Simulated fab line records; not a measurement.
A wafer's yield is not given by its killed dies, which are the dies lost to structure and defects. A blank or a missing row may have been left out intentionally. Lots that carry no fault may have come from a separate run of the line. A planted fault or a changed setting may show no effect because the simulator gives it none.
fab line records	flow sky130
[record] lots = 7	wafers = 21	last_day = 50
route steps=708 shown LI_CONTACT@366 PAD_OPEN@708
lots untouched by any fault: they come from a run of this same line in which no faults occurred
start_h: the number of hours between the record's first day and the start of the first shown wafer of the lot	wait_h: time in hours since the lot's previous step	" the same as in the row above	L1.1+2: several wafers, shown together as one row	- either no value or no given start	* or withheld: withheld	< > ~ a bound
route shown NAME@n: NAME is a module with steps in the file, n the number in the route of the first one	usual: mean/standard deviation taken from wafers without a fault	same: alike in all rows	chamber/n: place in a boat	sites: readings site by site	_std_site: how widely they spread, as a standard deviation	_edge_site: inner sites' mean taken away from outer sites' mean	radius_mm: how far each site lies from the wafer's centre	mask NAME#n: copy n	behind: tool/chamber where the wafer was last shaped	hold: what put the lot on hold/how long, in hours/how the hold closed	device: names the non-switching transistor (n, p or np)	end of line: tests of these same wafers at the route's end	a step with no rows: only its recipe	killed: dies that structure and defects cost at the first sort, which is not the same as the wafer's yield	map: a wafer's dies, x killed, . not, _ none there
set.NAME: the setting the step ran with; set.NAME@STEP: the setting that earlier step ran with	model.NAME: the simulator's own value behind a step, which no gauge read
lots at selected steps of the route; one table per step, one row per wafer
services: when a tool's chamber went out of use (start_h, in hours from the record's first day, below 0 if earlier), for how many hours, and the reason
[[steps]]
[step SKY_LI_CONTACT_DEHYDRATE_04]
[recipe] temp_c = 200	time_s = 60
[step SKY_LI_CONTACT_HMDS_05]
[recipe] prime_time_s = 60	prime_temp_c = 120
[step SKY_LI_CONTACT_COAT_06]
[recipe] resist = BARC	temp_c = withheld	time_s = withheld	spin_rpm = 3000	resist_thk_nm = 60
[step SKY_LI_CONTACT_COAT_07]
[recipe] resist = KrF-thick	spin_rpm = 3000	resist_thk_nm = 450
[step SKY_LI_CONTACT_SOFTBAKE_08]
[recipe] temp_c = 100	time_s = 90	resist = KrF-thick
[step SKY_LI_CONTACT_EXPOSE_09]
[recipe] mask_id = LICM1	na = 0.8	source_shape = annular	sigma_inner = 0.55	sigma_outer = 0.85	target_cd_nm = 170	dose_mj = 38
[step SKY_LI_CONTACT_PEB_10]
[recipe] peb_temp_c = withheld	peb_time_s = withheld	resist = KrF-thick
[step SKY_LI_CONTACT_DEVELOP_11]
[recipe] develop_time_s = 60	resist = KrF-thick	dev_temp_c = 21
[step SKY_LI_CONTACT_CD_MEAS_12]
[recipe] target_cd_nm = 170
[usual] cd_nm = 169.8/1.7
lot.wafer	tool	chamber	start_h	wait_h	cd_nm
L347.1	cd_sem-02	-	708.03	-	168.9
L347.3	"	-	"	"	170.2
L347.6	"	-	"	"	169.2
L354.2	cd_sem-01	-	755.15	-	170.7
L354.3	"	-	"	"	172.2
L354.6	"	-	"	"	170.9
L357.1	cd_sem-02	-	766.13	-	168.0
L357.3	"	-	"	"	167.3
L357.4	"	-	"	"	167.0
L363.1	cd_sem-01	-	817.60	-	172.3
L363.2	"	-	"	"	172.5
L363.4	"	-	"	"	171.9
L364.2	cd_sem-01	-	828.32	-	169.2
L364.4	"	-	"	"	168.0
L364.6	"	-	"	"	169.1
L365.1	cd_sem-02	-	838.68	-	173.0
L365.4	"	-	"	"	174.1
L365.6	"	-	"	"	172.6
L369.1	cd_sem-02	-	854.41	-	172.3
L369.4	"	-	"	"	170.0
L369.6	"	-	"	"	171.7
[step SKY_LI_CONTACT_OVL_MEAS_13]
[usual] LI_CONTACT_OVL = 2/5.6
lot.wafer	tool	chamber	start_h	wait_h	LI_CONTACT_OVL[nm]
L347.1	overlay-01	-	708.15	0.1	10
L347.3	"	-	"	"	12
L347.6	"	-	"	"	7
L354.2	overlay-02	-	755.26	0.1	6
L354.3	"	-	"	"	8
L354.6	"	-	"	"	3
L357.1	overlay-01	-	766.25	0.1	-7
L357.3	"	-	"	"	-1
L357.4	"	-	"	"	-10
L363.1	overlay-02	-	817.72	0.1	-1
L363.2	"	-	"	"	7
L363.4	"	-	"	"	1
L364.2	overlay-02	-	828.42	0.1	0
L364.4	"	-	"	"	3
L364.6	"	-	"	"	2
L365.1	overlay-02	-	838.80	0.1	-2
L365.4	"	-	"	"	-3
L365.6	"	-	"	"	2
L369.1	overlay-02	-	854.53	0.1	-6
L369.4	"	-	"	"	0
L369.6	"	-	"	"	-4
[step SKY_LI_CONTACT_ETCH_14]
[recipe] chemistry = N2/H2	target = BARC	ion_energy_ev = 200	source_w = 500	bias_w = 100	pressure_mtorr = 30	n2_flow_sccm = 100	h2_flow_sccm = 200	stop_on = SiO2	time_s = 44.54	target_depth_a = 600
[usual] drypump_motor_current_A = 5.7/0.51	oes_product_au = 0.869/0.0053	throttle_valve_pct = 13.226/0.0096
lot.wafer	tool	chamber	start_h	wait_h	drypump_motor_current_A	oes_product_au	rf_hours_counter_h	throttle_valve_pct
L347.1	rie_diel-03	2	708.19	0.0	5.2	0.862	35	13.227
L347.3	"	3	"	"	6.1	0.868	3	13.230
L347.6	"	2	"	"	5.2	0.869	-	13.229
L354.2	rie_diel-03	3	755.29	0.0	6.1	0.865	4	13.221
L354.3	"	0	"	"	5.0	0.870	5	13.218
L354.6	"	0	"	"	5.0	0.863	-	13.216
L357.1	rie_diel-01	1	766.29	0.0	5.2	0.871	6	13.225
L357.3	"	0	"	"	6.2	0.865	10	13.215
L357.4	"	2	"	"	5.5	0.859	3	13.224
L363.1	rie_diel-01	0	817.75	0.0	6.3	0.872	11	13.236
L363.2	"	1	"	"	5.2	0.873	8	13.212
L363.4	"	2	"	"	5.5	0.870	4	13.228
L364.2	rie_diel-04	3	828.45	0.0	5.9	0.869	10	13.233
L364.4	"	0	"	"	6.0	0.863	19	13.215
L364.6	"	1	"	"	5.8	0.869	-	13.233
L365.1	rie_diel-03	1	838.84	0.0	6.0	0.874	14	13.210
L365.4	"	3	"	"	6.1	0.867	-	13.237
L365.6	"	0	"	"	5.0	0.864	-	13.235
L369.1	rie_diel-03	1	854.57	0.0	6.0	0.872	15	13.218
L369.4	"	2	"	"	5.2	0.869	0	13.231
L369.6	"	2	"	"	5.2	0.868	-	13.224
[step SKY_LI_CONTACT_ETCH_15]
[recipe] target = PSG	chemistry = C4F8/O2/Ar	stop_on = Si	taper_deg = 4.15	mask_material = KrF-thick	source_w = 1500	bias_w = 1200	pressure_mtorr = 40	c4f8_flow_sccm = withheld	O2_flow_sccm = 6	Ar_flow_sccm = 300	time_s = withheld	target_depth_a = 6000
[usual] oes_product_au = 0.837/0.0045
lot.wafer	tool	chamber	start_h	wait_h	oes_product_au
L347.1	rie_diel-03	2	708.23	0.0	0.846
L347.3	"	3	"	"	0.837
L347.6	"	2	"	"	0.831
L354.2	rie_diel-03	3	755.33	0.0	0.840
L354.3	"	0	"	"	0.836
L354.6	"	0	"	"	0.835
L357.1	rie_diel-01	1	766.33	0.0	0.841
L357.3	"	0	"	"	0.833
L357.4	"	2	"	"	0.841
L363.1	rie_diel-01	0	817.80	0.0	0.842
L363.2	"	1	"	"	0.840
L363.4	"	2	"	"	0.837
L364.2	rie_diel-04	3	828.50	0.0	0.835
L364.4	"	0	"	"	0.829
L364.6	"	1	"	"	0.835
L365.1	rie_diel-03	1	838.88	0.0	0.834
L365.4	"	3	"	"	0.843
L365.6	"	0	"	"	0.835
L369.1	rie_diel-03	1	854.61	0.0	0.845
L369.4	"	2	"	"	0.841
L369.6	"	2	"	"	0.842
[step SKY_LI_CONTACT_STRIP_16]
[recipe] chemistry = O2/N2	power_w = 1400	pressure_mtorr = 1500	platen_temp_c = withheld	o2_flow_sccm = 3000	n2_flow_sccm = 300	overash_fraction = 0.5
[usual] chamber_pressure_mTorr = 1500.0/1.2	drypump_motor_current_A = 5.9/0.42	oes_product_au = 0.377/0.0049	strip_time_to_endpoint_s = 3.52/0.032
lot.wafer	tool	chamber	start_h	wait_h	chamber_pressure_mTorr	drypump_motor_current_A	oes_product_au	rf_hours_counter_h	strip_time_to_endpoint_s	model.KrF-thick_of_LI_CONTACT_COAT_07.thk_nm
L347.1	plasma_asher-02	1	708.31	-	1503.1	6.5	0.376	94	3.54	0
L347.3	"	1	"	"	1500.1	6.5	0.373	-	3.55	0
L347.6	"	1	"	"	1499.9	6.5	0.372	-	3.57	0
L354.2	plasma_asher-03	1	755.41	-	1499.3	5.5	0.373	64	3.51	0
L354.3	"	0	"	"	1501.8	5.3	0.379	-	3.46	0
L354.6	"	1	"	"	1498.3	5.6	0.375	-	3.49	0
L357.1	plasma_asher-02	0	766.41	-	1500.1	6.0	0.374	2	3.54	0
L357.3	"	0	"	"	1499.0	6.0	0.375	-	3.51	0
L357.4	"	1	"	"	1500.4	6.5	0.370	-	3.50	0
L363.1	plasma_asher-01	1	817.88	-	-	-	-	-	-	233.5
L363.2	"	0	"	"	-	-	-	-	-	237.1
L363.4	"	0	"	"	-	-	-	-	-	235.3
L364.2	plasma_asher-03	0	828.58	-	-	-	-	-	-	234.7
L364.4	"	0	"	"	-	-	-	-	-	235.9
L364.6	"	1	"	"	-	-	-	-	-	238.3
L365.1	plasma_asher-03	0	838.96	-	-	-	-	-	-	229.9
L365.4	"	1	"	"	-	-	-	-	-	234.8
L365.6	"	0	"	"	-	-	-	-	-	227.1
L369.1	plasma_asher-02	1	854.70	-	1500.5	6.5	0.377	11	3.51	0
L369.4	"	0	"	"	1498.9	6.0	0.380	-	3.55	0
L369.6	"	0	"	"	1500.2	6.0	0.382	-	3.54	0
[step SKY_LI_CONTACT_CLEAN_17]
[recipe] chemistry = NMP	time_s = 600	temp_c = 60	dry = n2_spin
[step SKY_PAD_OPEN_PROBE_99]
[usual] killed_at_M0_to_M3 = 44/6.3	killed_at_M4_up = 3.1/1.8	killed_at_contacts = 25/5.1	killed_at_front_end = 15/4.1	killed_at_other = 0.3/0.71	killed_dies = 87/8.8	killed_on_rim = 17/3.7	killed_open = 47/6.8	killed_short = 40/6.7
[same] gross_dies = 492	killed_at_back_side = 0
lot.wafer	tool	chamber	start_h	wait_h	killed_at_M0_to_M3	killed_at_M4_up	killed_at_contacts	killed_at_front_end	killed_at_other	killed_dies	killed_on_rim	killed_open	killed_short
L357.1	prober-01	-	1143.59	0.1	41	3	27	14	0	85	18	54	31
L357.3	prober-01	-	1143.69	0.2	36	2	30	16	0	84	18	43	41
L357.4	prober-01	-	1143.74	0.2	42	4	16	12	0	74	16	45	29
L363.1	prober-01	-	1179.13	0.1	37	5	431	19	0	492	96	47	35
L363.2	prober-01	-	1179.18	0.1	50	2	424	16	0	492	96	50	47
L363.4	prober-01	-	1179.28	0.2	43	3	430	16	0	492	96	48	39
L364.2	prober-02	-	1186.10	0.1	37	0	435	20	0	492	96	39	44
L364.4	prober-02	-	1186.20	0.2	36	5	428	23	0	492	96	52	41
L364.6	prober-02	-	1186.30	0.2	42	1	434	14	1	492	96	51	35
L365.1	prober-01	-	1191.67	0.1	37	1	444	10	0	492	96	31	43
L365.4	prober-01	-	1191.82	0.2	52	3	420	16	1	492	96	40	55
L365.6	prober-01	-	1191.92	0.2	38	5	439	10	0	492	96	36	43
// killed by level:class
L357.1 LI_CONTACT:geometric_particle:open=12 VIA2:geometric_particle:open=10 FIELD_ISO:geometric_particle:open=9 VIA1:geometric_particle:open=7 CONTACT:geometric_particle:open=6 VIA2:geometric_particle:short=6 VIA3:geometric_particle:open=5 CONTACT:geometric_particle:short=4
L357.3 LI_CONTACT:geometric_particle:open=11 CONTACT:geometric_particle:open=10 VIA1:geometric_particle:open=7 METAL2:geometric_particle:short=7 LOCAL_INTERCONNECT:geometric_particle:short=6 FIELD_ISO:geometric_particle:open=5 METAL1:geometric_particle:short=5 VIA1:geometric_particle:short=5
L357.4 VIA1:geometric_particle:open=12 CONTACT:geometric_particle:open=6 VIA3:geometric_particle:open=6 VIA2:geometric_particle:short=5 FIELD_ISO:geometric_particle:open=4 METAL4:geometric_particle:short=4 METAL1:geometric_particle:short=4 METAL2:geometric_particle:open=4
L363.1 LI_CONTACT:area_sputter=410 VIA1:geometric_particle:open=12 CONTACT:geometric_particle:open=8 VIA1:geometric_particle:short=8 FIELD_ISO:geometric_particle:short=5 FIELD_ISO:geometric_particle:open=5 LI_CONTACT:geometric_particle:short=5 LI_CONTACT:geometric_particle:open=5
L363.2 LI_CONTACT:area_sputter=395 VIA1:geometric_particle:open=12 METAL1:geometric_particle:short=9 CONTACT:geometric_particle:open=8 FIELD_ISO:geometric_particle:open=7 VIA3:geometric_particle:open=7 CONTACT:geometric_particle:short=6 FIELD_ISO:geometric_particle:short=5
L363.4 LI_CONTACT:area_sputter=405 VIA1:geometric_particle:open=9 LI_CONTACT:geometric_particle:open=8 CONTACT:geometric_particle:open=8 FIELD_ISO:geometric_particle:open=6 VIA2:geometric_particle:open=6 POLY_GATE:geometric_particle:short=5 METAL1:geometric_particle:short=5
L364.2 LI_CONTACT:area_sputter=409 CONTACT:geometric_particle:open=8 POLY_GATE:geometric_particle:short=7 LI_CONTACT:geometric_particle:short=7 METAL2:geometric_particle:short=7 POLY_GATE:geometric_particle:open=6 LI_CONTACT:geometric_particle:open=5 VIA3:geometric_particle:open=5
L364.4 LI_CONTACT:area_sputter=399 CONTACT:geometric_particle:open=13 POLY_GATE:geometric_particle:open=8 VIA1:geometric_particle:open=8 POLY_GATE:geometric_particle:short=7 LI_CONTACT:geometric_particle:open=7 VIA2:geometric_particle:open=5 VIA3:geometric_particle:short=4
L364.6 LI_CONTACT:area_sputter=406 CONTACT:geometric_particle:open=13 LI_CONTACT:geometric_particle:open=9 VIA1:geometric_particle:open=9 VIA1:geometric_particle:short=6 VIA2:geometric_particle:open=6 VIA3:geometric_particle:open=5 METAL2:geometric_particle:short=5
L365.1 LI_CONTACT:area_sputter=418 LI_CONTACT:geometric_particle:open=7 VIA1:geometric_particle:open=6 CONTACT:geometric_particle:open=6 METAL2:geometric_particle:short=6 METAL1:geometric_particle:short=5 LOCAL_INTERCONNECT:geometric_particle:short=4 CONTACT:geometric_particle:short=4
L365.4 LI_CONTACT:area_sputter=397 FIELD_ISO:geometric_particle:short=9 VIA2:geometric_particle:open=9 LOCAL_INTERCONNECT:geometric_particle:short=8 VIA1:geometric_particle:open=8 METAL2:geometric_particle:short=7 LI_CONTACT:geometric_particle:open=6 METAL1:geometric_particle:short=6
L365.6 LI_CONTACT:area_sputter=413 METAL1:geometric_particle:short=9 LI_CONTACT:geometric_particle:open=7 CONTACT:geometric_particle:short=6 CONTACT:geometric_particle:open=6 VIA3:geometric_particle:open=6 VIA1:geometric_particle:open=5 VIA1:geometric_particle:short=4
// map L363.1 (x killed, . not)
__________xxxxxxxxxx_________
________xxxxxxxxxxxxxx_______
______xxxxxxxxxxxxxxxxxx_____
_____xxxxxxxxxxxxxxxxxxxx____
____xxxxxxxxxxxxxxxxxxxxxx___
___xxxxxxxxxxxxxxxxxxxxxxxx__
__xxxxxxxxxxxxxxxxxxxxxxxxxx_
_xxxxxxxxxxxxxxxxxxxxxxxxxxxx
_xxxxxxxxxxxxxxxxxxxxxxxxxxxx
_xxxxxxxxxxxxxxxxxxxxxxxxxxxx
_xxxxxxxxxxxxxxxxxxxxxxxxxxxx
_xxxxxxxxxxxxxxxxxxxxxxxxxxxx
_xxxxxxxxxxxxxxxxxxxxxxxxxxxx
_xxxxxxxxxxxxxxxxxxxxxxxxxxxx
_xxxxxxxxxxxxxxxxxxxxxxxxxxxx
__xxxxxxxxxxxxxxxxxxxxxxxxxx_
___xxxxxxxxxxxxxxxxxxxxxxxx__
____xxxxxxxxxxxxxxxxxxxxxx___
_____xxxxxxxxxxxxxxxxxxxx____
______xxxxxxxxxxxxxxxxxx_____
________xxxxxxxxxxxxxx_______
__________xxxxxxxxxx_________
// map L364.2 (x killed, . not)
__________xxxxxxxxxx_________
________xxxxxxxxxxxxxx_______
______xxxxxxxxxxxxxxxxxx_____
_____xxxxxxxxxxxxxxxxxxxx____
____xxxxxxxxxxxxxxxxxxxxxx___
___xxxxxxxxxxxxxxxxxxxxxxxx__
__xxxxxxxxxxxxxxxxxxxxxxxxxx_
_xxxxxxxxxxxxxxxxxxxxxxxxxxxx
_xxxxxxxxxxxxxxxxxxxxxxxxxxxx
_xxxxxxxxxxxxxxxxxxxxxxxxxxxx
_xxxxxxxxxxxxxxxxxxxxxxxxxxxx
_xxxxxxxxxxxxxxxxxxxxxxxxxxxx
_xxxxxxxxxxxxxxxxxxxxxxxxxxxx
_xxxxxxxxxxxxxxxxxxxxxxxxxxxx
_xxxxxxxxxxxxxxxxxxxxxxxxxxxx
__xxxxxxxxxxxxxxxxxxxxxxxxxx_
___xxxxxxxxxxxxxxxxxxxxxxxx__
____xxxxxxxxxxxxxxxxxxxxxx___
_____xxxxxxxxxxxxxxxxxxxx____
______xxxxxxxxxxxxxxxxxx_____
________xxxxxxxxxxxxxx_______
__________xxxxxxxxxx_________
[[services]]
tool	chamber	start_h	hours	kind
rie_diel-01	2	699.93	15.7	repair
rie_diel-04	0	701.29	4.8	repair
plasma_asher-03	-	701.90	4.3	pm
plasma_asher-01	-	705.87	4.0	repair
rie_diel-03	0	706.05	3.6	repair
rie_diel-03	0	732.20	8.2	repair
plasma_asher-02	-	733.75	9.0	pm
plasma_asher-02	0	733.75	9.0	vent_cycle
plasma_asher-02	1	733.75	9.0	vent_cycle
plasma_asher-02	0	742.75	-	clean
plasma_asher-02	1	742.75	-	clean
rie_diel-03	2	805.15	6.9	repair
rie_diel-03	2	812.06	-	clean
rie_diel-03	2	812.06	31.5	scheduled_down
rie_diel-03	2	812.06	31.5	vent_cycle
plasma_asher-03	-	817.15	2.2	repair
rie_diel-01	0	818.13	4.7	repair
plasma_asher-01	-	825.64	5.8	repair
rie_diel-04	1	835.57	3.0	repair
rie_diel-01	0	843.58	3.4	repair
rie_diel-04	3	849.04	4.0	repair
rie_diel-01	1	853.21	4.7	repair
[[key]]
[first_sign] step = SKY_LI_CONTACT_STRIP_16	reading = tool_record	direction = missing
[effect] step = SKY_PAD_OPEN_PROBE_99	reading = killed_at_contacts	direction = up	sigmas = 80	usual = 25	struck = 432
[model_effect] step = SKY_LI_CONTACT_STRIP_16	value = KrF-thick_of_LI_CONTACT_COAT_07.thk_nm	without = 0	struck = 234.1
[more_kills_born_at] SKY_LI_CONTACT_SPUTTER_19@pvd_sputter-01 = 2438	SKY_LI_CONTACT_SPUTTER_19@pvd_sputter-03 = 1214
met_at SKY_LI_CONTACT_STRIP_16
struck_wafers L363.1,L363.2,L363.4,L364.2,L364.4,L364.6,L365.1,L365.4,L365.6
later_rows_left_out L363.1,L363.2,L363.4,L364.2,L364.4,L364.6,L365.1,L365.4,L365.6
tester_left_out L363,L364,L365
onset_between 755.41 817.88
[fault] kind = skipped_step_whole	tool = plasma_asher-01,plasma_asher-03	chamber = -	onset_h = 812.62	steps = SKY_LI_CONTACT_STRIP_16	scope = struck_lots_only
// tester_left_out: of these lots the tester's yield and bins aren't shown, on N5 and GAA mostly nor the transistor test; their killed dies are dies lost to structure and defects alone, not to doping, threshold or leakage, so they don't give the yield
// later_rows_left_out: the simulator's readings of these wafers behind a module that went badly wrong aren't trusted and aren't shown, but for the sort
